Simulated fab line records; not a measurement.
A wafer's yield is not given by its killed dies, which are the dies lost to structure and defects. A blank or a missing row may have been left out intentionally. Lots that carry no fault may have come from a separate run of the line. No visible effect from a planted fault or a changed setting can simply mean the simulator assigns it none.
Lot-split experiment :: flow gf180mcu :: on a route of 602 steps: 5 lots, 23 wafers read

THE SPLIT
At GF_STI_WET_ETCH_17 (etches Si3N4 in H3PO4, target depth 45 nm, time 514 s), the setting time-s was moved away from the recipe's 514 s on 20 of the 23 wafers read, by -14.7% to +14.2%. The other wafers ran this setting at the recipe's value.

The split's own step is where the reading is taken.

THE READING
Si3N4_of_STI_CVD_03.thk-nm (the simulator's own value, which no gauge read), in nm, at GF_STI_WET_ETCH_17 (etches Si3N4 in H3PO4, target depth 45 nm, time 514 s). No usual value for it is given in the file. The 3 wafers here that ran the recipe average 158.2 nm, standard deviation 0.83 nm.

wafer: L074.1
tool, chamber at the split: -, -
time-s as run, s: 485.6
against the recipe: -5.5%
Si3N4_of_STI_CVD_03.thk-nm, nm: 127
against lot-mates on the recipe: no lot-mate on the recipe

wafer: L074.2
tool, chamber at the split: -, -
time-s as run, s: 485.6
against the recipe: -5.5%
Si3N4_of_STI_CVD_03.thk-nm, nm: 126.5
against lot-mates on the recipe: no lot-mate on the recipe

wafer: L074.3
tool, chamber at the split: -, -
time-s as run, s: 485.6
against the recipe: -5.5%
Si3N4_of_STI_CVD_03.thk-nm, nm: 127.2
against lot-mates on the recipe: no lot-mate on the recipe

wafer: L074.5
tool, chamber at the split: -, -
time-s as run, s: 485.6
against the recipe: -5.5%
Si3N4_of_STI_CVD_03.thk-nm, nm: 126.6
against lot-mates on the recipe: no lot-mate on the recipe

wafer: L074.6
tool, chamber at the split: -, -
time-s as run, s: 485.6
against the recipe: -5.5%
Si3N4_of_STI_CVD_03.thk-nm, nm: 127.4
against lot-mates on the recipe: no lot-mate on the recipe

wafer: L075.2
tool, chamber at the split: wet-bench-03, 3
time-s as run, s: 514
against the recipe: recipe
Si3N4_of_STI_CVD_03.thk-nm, nm: 157.5
against lot-mates on the recipe: -

wafer: L075.4
tool, chamber at the split: wet-bench-03, 3
time-s as run, s: 514
against the recipe: recipe
Si3N4_of_STI_CVD_03.thk-nm, nm: 157.8
against lot-mates on the recipe: -

wafer: L075.5
tool, chamber at the split: wet-bench-03, 3
time-s as run, s: 514
against the recipe: recipe
Si3N4_of_STI_CVD_03.thk-nm, nm: 159.4
against lot-mates on the recipe: -

wafer: L082.2
tool, chamber at the split: -, -
time-s as run, s: 582.6
against the recipe: +13.3%
Si3N4_of_STI_CVD_03.thk-nm, nm: 229.1
against lot-mates on the recipe: no lot-mate on the recipe

wafer: L082.3
tool, chamber at the split: -, -
time-s as run, s: 582.6
against the recipe: +13.3%
Si3N4_of_STI_CVD_03.thk-nm, nm: 231.3
against lot-mates on the recipe: no lot-mate on the recipe

wafer: L082.4
tool, chamber at the split: -, -
time-s as run, s: 582.6
against the recipe: +13.3%
Si3N4_of_STI_CVD_03.thk-nm, nm: 230.8
against lot-mates on the recipe: no lot-mate on the recipe

wafer: L082.5
tool, chamber at the split: -, -
time-s as run, s: 582.6
against the recipe: +13.3%
Si3N4_of_STI_CVD_03.thk-nm, nm: 231.2
against lot-mates on the recipe: no lot-mate on the recipe

wafer: L082.6
tool, chamber at the split: -, -
time-s as run, s: 582.6
against the recipe: +13.3%
Si3N4_of_STI_CVD_03.thk-nm, nm: 230.6
against lot-mates on the recipe: no lot-mate on the recipe

wafer: L083.1
tool, chamber at the split: -, -
time-s as run, s: 587.1
against the recipe: +14.2%
Si3N4_of_STI_CVD_03.thk-nm, nm: 213.2
against lot-mates on the recipe: no lot-mate on the recipe

wafer: L083.2
tool, chamber at the split: -, -
time-s as run, s: 587.1
against the recipe: +14.2%
Si3N4_of_STI_CVD_03.thk-nm, nm: 214
against lot-mates on the recipe: no lot-mate on the recipe

wafer: L083.3
tool, chamber at the split: -, -
time-s as run, s: 587.1
against the recipe: +14.2%
Si3N4_of_STI_CVD_03.thk-nm, nm: 215.5
against lot-mates on the recipe: no lot-mate on the recipe

wafer: L083.4
tool, chamber at the split: -, -
time-s as run, s: 587.1
against the recipe: +14.2%
Si3N4_of_STI_CVD_03.thk-nm, nm: 215.6
against lot-mates on the recipe: no lot-mate on the recipe

wafer: L083.5
tool, chamber at the split: -, -
time-s as run, s: 587.1
against the recipe: +14.2%
Si3N4_of_STI_CVD_03.thk-nm, nm: 214.7
against lot-mates on the recipe: no lot-mate on the recipe

wafer: L085.1
tool, chamber at the split: -, -
time-s as run, s: 438.2
against the recipe: -14.7%
Si3N4_of_STI_CVD_03.thk-nm, nm: 104
against lot-mates on the recipe: no lot-mate on the recipe

wafer: L085.2
tool, chamber at the split: -, -
time-s as run, s: 438.2
against the recipe: -14.7%
Si3N4_of_STI_CVD_03.thk-nm, nm: 104.6
against lot-mates on the recipe: no lot-mate on the recipe

wafer: L085.3
tool, chamber at the split: -, -
time-s as run, s: 438.2
against the recipe: -14.7%
Si3N4_of_STI_CVD_03.thk-nm, nm: 103.5
against lot-mates on the recipe: no lot-mate on the recipe

wafer: L085.5
tool, chamber at the split: -, -
time-s as run, s: 438.2
against the recipe: -14.7%
Si3N4_of_STI_CVD_03.thk-nm, nm: 102.3
against lot-mates on the recipe: no lot-mate on the recipe

wafer: L085.6
tool, chamber at the split: -, -
time-s as run, s: 438.2
against the recipe: -14.7%
Si3N4_of_STI_CVD_03.thk-nm, nm: 103.2
against lot-mates on the recipe: no lot-mate on the recipe

FIT RESULTS
A straight line over all 23 wafers: Si3N4_of_STI_CVD_03.thk-nm changes by +4.34 nm for each +1% of time-s; r = +0.99; the points scatter about the line by 9.2 nm.
Too few moved wafers have a lot-mate on the recipe to fit a line with each lot's own level taken away.

FILE'S OWN FIT
Si3N4_of_STI_CVD_03.thk-nm changes by +4.34 nm for each +1% of time-s, r = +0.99.
